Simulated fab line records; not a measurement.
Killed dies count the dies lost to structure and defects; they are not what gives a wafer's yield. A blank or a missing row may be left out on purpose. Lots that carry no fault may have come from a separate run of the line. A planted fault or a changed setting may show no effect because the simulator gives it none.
Matching of chambers ; flow sky130 ; SKY_VIA2_CMP_24 on cmp-02: 4 sister chambers
The step polishes, stops on SiO2, t overpolish 20 s, target thk 0 nm. 8 wafers are shown with their chamber, then 11 later ones without.

== WAFERS, EACH WITH ITS CHAMBER ==
wafer;chamber;motor-current-A (A)
L366.3;0;11.8
L366.4;1;10.8
L368.2;2;9.0
L368.5;0;12.3
L370.1;3;11.1
L370.4;2;9.1
L370.5;1;11.1
L371.2;3;10.1

== WAFERS WHOSE CHAMBER IS MISSING ==
wafer;motor-current-A (A)
L371.3;11.8
L371.5;11.0
L375.2;10.4
L375.4;10.2
L375.5;11.2
L376.1;12.5
L376.2;10.9
L376.6;11.2
L377.3;10.5
L377.5;11.2
L377.6;9.5

== EACH ONE'S CHAMBER ==
wafer;from the rows above;in truth
L371.3;can't be placed: 0 or 1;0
L371.5;can't be placed: 1 or 3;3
L375.2;can't be placed: 3 or 1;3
L375.4;can't be placed: 3 or 1 or 2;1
L375.5;can't be placed: 1 or 3 or 0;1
L376.1;0;0
L376.2;can't be placed: 1 or 3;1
L376.6;can't be placed: 1 or 3 or 0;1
L377.3;can't be placed: 3 or 1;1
L377.5;can't be placed: 1 or 3 or 0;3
L377.6;can't be placed: 2 or 3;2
Placed correctly: 1 of 11. From these rows, 10 cannot be placed; in 10 the true chamber is one of the candidates. Wrongly placed: 0.
How it was worked out, from the rows above alone: a wafer's distance from a chamber is the root of the sum, over the readings, of the square of ((its reading less the chamber's mean) divided by the reading's scatter). The wafer belongs to the nearest chamber; if the next one is less than 2 further off, it can't be placed. A chamber's mean is the mean of its shown wafers. The scatter is the square root of a quotient: the sum, over the shown wafers, of each reading's squared deviation from its chamber's mean, divided by wafers minus chambers.
